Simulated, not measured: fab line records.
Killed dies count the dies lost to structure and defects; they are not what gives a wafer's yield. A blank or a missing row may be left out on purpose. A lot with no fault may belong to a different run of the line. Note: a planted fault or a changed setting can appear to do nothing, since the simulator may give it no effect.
Problem report in the 8D (eight disciplines) form, filled by code -- flow sfq-line -- the parts of the form that need people (team, actions taken, sign-off) are left out

1. THE PROBLEM
At SFQ_TRILAYER_R5_BARC_OPEN_METAL_ETCH_177, run-length-s averages 78.5 s over 3 wafers from 2 lots, while fault-free wafers read 69.5 s, standard deviation 0.37. Measured from the usual mean, that is +24 standard deviations.
The step: etches BARC in O2, target depth 125 nm, time 41.7 s.
The first sign was on wafer L477.2 at day 69 22:52, on rie-metal-04. Wafers with a number at this step in the record: 16, from 6 lots. Rule for "out" (also "out of limits"): further than 4 standard deviations from the usual mean. Any other wafer with a number is counted as sound.

2. WHAT IT IS, AND WHAT IT ISN'T
question,is,is not
which readings at this step,"run-length-s, oes-product-au","drypump-motor-current-A, he-backside-leak-sccm"
which lots,"L477, L478","L461, L463, L467, L479"
which wafers of those lots,"L477.2, L477.3, L478.2",L478.5
read on which tools,rie-metal-04,rie-metal-03
when,from day 69 22:52,"up to then (9 sound wafers); but 4 sound wafers of L478, L479 came after"

3. WHAT RULES OUT EACH SUSPECT
Counting: any tool at a process step up to the reading remains a suspect provided it ran every lot that is out. Sound lots after the first of them don't rule it out here, since some wafers of a struck lot are sound.
- pvd-sputter-04 at SFQ_TRILAYER_R5_DEP_SPUTTER_132 (material Ti, target thk 5 nm, time 5 s): kept. Every lot that is out went through it, the first being L477 (day 65 05:54); the last sound lot it ran before that was L461 (day 58 11:05).
- pvd-sputter-04 at SFQ_TRILAYER_R5_DEP_SPUTTER_133 (material MoNx, target thk 40 nm, time 66.7 s): kept. Every lot that is out went through it, the first being L477 (day 65 05:55); the last sound lot it ran before that was L461 (day 58 11:07).
- pvd-sputter-04 at SFQ_TRILAYER_R5_DEP_SPUTTER_134 (material Ti, target thk 5 nm, time 5 s): kept. Every lot that is out went through it, the first being L477 (day 65 05:58); the last sound lot it ran before that was L461 (day 58 11:10).
- rie-metal-04 at SFQ_TRILAYER_R5_BARC_OPEN_METAL_ETCH_177 (etches BARC in O2, target depth 125 nm, time 41.7 s): kept. Every lot that is out went through it, the first being L477 (day 69 22:52); the last sound lot it ran before that was L467 (day 67 03:40). Out on those wafers are its own readings of oes-product-au, run-length-s.
Left after counting: pvd-sputter-04 at SFQ_TRILAYER_R5_DEP_SPUTTER_132, pvd-sputter-04 at SFQ_TRILAYER_R5_DEP_SPUTTER_133, pvd-sputter-04 at SFQ_TRILAYER_R5_DEP_SPUTTER_134, rie-metal-04 at SFQ_TRILAYER_R5_BARC_OPEN_METAL_ETCH_177.

4. THE CAUSE (what the simulator had put in)
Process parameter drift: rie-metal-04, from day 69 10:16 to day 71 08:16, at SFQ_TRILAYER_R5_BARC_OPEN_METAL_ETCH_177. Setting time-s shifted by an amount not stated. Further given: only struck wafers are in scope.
Counting left 4 suspects, and this tool is among them.

5. THE CHAIN OF EFFECTS, in route order
One row per reading whose mean, taken over the struck wafers that have a number, lies over 3 standard deviations from the usual. Readings are gone through only where the record gives a usual standard deviation; hours: the median, over the lots, of the time from a lot's start at the first step in this table giving one to that lot's start at this step; sigmas: the change measured in usual standard deviations.
hours,step,reading,usual,on struck wafers,change,sigmas
0,SFQ_TRILAYER_R5_BARC_OPEN_METAL_ETCH_177,oes-product-au,0.685 a.u.,0.625,-0.060,-12
0,SFQ_TRILAYER_R5_BARC_OPEN_METAL_ETCH_177,run-length-s,69.5 s,78.5,+9.0,+24
It contains these process steps:
- SFQ_TRILAYER_R5_BARC_OPEN_METAL_ETCH_177: etches BARC in O2, target depth 125 nm, time 41.7 s.

6. WHAT WOULD HAVE CAUGHT IT SOONER
The fault began at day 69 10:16; the first out-of-limits reading in this record came at day 69 22:52, 13 hours later.
